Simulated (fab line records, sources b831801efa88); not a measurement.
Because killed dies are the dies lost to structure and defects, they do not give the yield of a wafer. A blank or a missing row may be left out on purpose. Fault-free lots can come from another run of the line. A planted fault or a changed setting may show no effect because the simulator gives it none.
Chamber matching + flow sky130 + cmp-01 running SKY_VIA2_CMP_02: 4 sister chambers
The step polishes SiO2. 8 wafers are shown with their chamber, then 10 later ones without.

## EACH WAFER AND ITS CHAMBER
| wafer  | chamber | motor current A (A) |
|--------|---------|---------------------|
| L082.2 | 0       | 12.5                |
| L085.1 | 3       | 9.4                 |
| L085.4 | 1       | 11.3                |
| L085.6 | 0       | 13.4                |
| L087.1 | 3       | 10.2                |
| L087.6 | 2       | 12.8                |
| L088.2 | 2       | 12.5                |
| L088.3 | 1       | 11.2                |

## WAFERS WITH NO CHAMBER GIVEN
| wafer  | motor current A (A) |
|--------|---------------------|
| L088.4 | 13.0                |
| L092.1 | 11.1                |
| L092.2 | 9.3                 |
| L092.4 | 13.5                |
| L095.1 | 10.8                |
| L095.3 | 12.7                |
| L095.5 | 9.4                 |
| L096.1 | 13.1                |
| L096.5 | 9.6                 |
| L096.6 | 13.4                |

## EACH ONE'S CHAMBER
| wafer  | from the rows above     | in truth |
|--------|-------------------------|----------|
| L088.4 | can't be placed: 0 or 2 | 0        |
| L092.1 | 1                       | 1        |
| L092.2 | 3                       | 3        |
| L092.4 | can't be placed: 0 or 2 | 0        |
| L095.1 | can't be placed: 1 or 3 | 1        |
| L095.3 | can't be placed: 2 or 0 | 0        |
| L095.5 | 3                       | 3        |
| L096.1 | can't be placed: 0 or 2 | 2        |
| L096.5 | 3                       | 3        |
| L096.6 | can't be placed: 0 or 2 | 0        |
Correctly placed: 4 of 10. These rows do not allow placing 6 (true chamber among the candidates in 6). Number placed wrongly: 0.
How it was worked out, from the rows above alone: a wafer's distance from a chamber is the root of the sum, over the readings, of the square of ((its reading less the chamber's mean) divided by the reading's scatter). If the next closest chamber is less than 2 further off than the closest, the wafer can't be placed; otherwise it belongs to the closest. Each chamber's mean is taken over the wafers shown for it. How the scatter is found: for the shown wafers, subtract from each reading the mean of its chamber, square and add these, divide the total by (wafers less chambers), then take the root.
